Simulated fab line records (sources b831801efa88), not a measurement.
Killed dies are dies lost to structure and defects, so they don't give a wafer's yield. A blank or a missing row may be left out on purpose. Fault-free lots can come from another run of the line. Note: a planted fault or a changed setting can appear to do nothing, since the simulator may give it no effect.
One fault seen from 2 desks | flow gf180mcu | only its own numbers are on each desk; what lay behind them is given at the end

## METROLOGY DESK
What the gauges read for every lot (on any tool): the sampled wafers with a number, averaged. The brackets show how far a lot's mean lies from the usual mean; more than 4 standard deviations puts the lot out of limits, marked OUT.
Columns: A = MVPSD_RS at GF_VT_IMPLANT_RS_MEAS_49, usual 1169 ohm/sq
lot  | first seen here | A
L804 | day 8 00:41     | 1172
L805 | day 8 08:23     | 1169
L806 | day 8 10:56     | 1162
L810 | day 9 13:31     | 1167
L811 | day 9 19:58     | 1169
L812 | day 10 01:40    | 1169
L813 | day 10 10:05    | 1167
L814 | day 10 15:26    | 1171
L815 | day 10 21:40    | 1174
L816 | day 11 04:29    | 1168
L823 | day 13 03:25    | 1166
L824 | day 13 11:35    | 1165
L825 | day 14 04:35    | 1171
This desk's finding: nothing out of limits on any of the 13 lots.

## FOR THE TOOL OWNER'S DESK: rtpAnneal-02
Per lot that ran on this tool, the mean of the sampled wafers carrying a number, from the tool's own readings at GF_VT_IMPLANT_RTA_45 (time 30 s). The brackets show how far a lot's mean lies from the usual mean; more than 4 standard deviations puts the lot out of limits, marked OUT.
Columns: A = lampPowerPct at GF_VT_IMPLANT_RTA_45, usual 34.8 %; B = wafer_temp_C_max at GF_VT_IMPLANT_RTA_45, usual 1054.2
lot  | first seen here | A    | B
L804 | day 8 00:13     | 36.9 | 1053.0
L805 | day 8 07:56     | 36.9 | 1053.8
L806 | day 8 10:29     | 36.9 | 1053.1
L812 | day 10 01:12    | 36.9 | 1054.8
L813 | day 10 09:38    | 36.9 | 1054.1
L814 | day 10 14:59    | 37.0 | 1053.3
L815 | day 10 21:12    | 37.0 | 1054.5
L823 | day 13 02:57    | 29.9 | 972.7 (-81) OUT
L824 | day 13 11:07    | 29.8 | 972.7 (-82) OUT
This desk finds L823, L824 out of limits, L823 being first, at day 13 02:57 (wafer_temp_C_max at GF_VT_IMPLANT_RTA_45). Within limits: L804, L805, L806, L812, L813, L814, L815.

## BROUGHT TOGETHER
At day 13 02:57, on L823, L824, the tool owner's desk was in a position to raise an alarm.
Nothing out of limits was seen by the metrology desk.
The metrology desk holds a record of L823, L824, inside its limits.
All the named lots went through GF_VT_IMPLANT_RTA_45 on rtpAnneal-02.

## WHAT THE SIMULATOR HAD PUT IN
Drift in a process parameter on rtpAnneal-02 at GF_VT_IMPLANT_RTA_45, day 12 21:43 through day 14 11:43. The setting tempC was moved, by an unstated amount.
Lots struck among those shown: L823, L824.
Delay in hours, fault start to first out-of-limits reading, by desk: the tool owner's desk at 5.
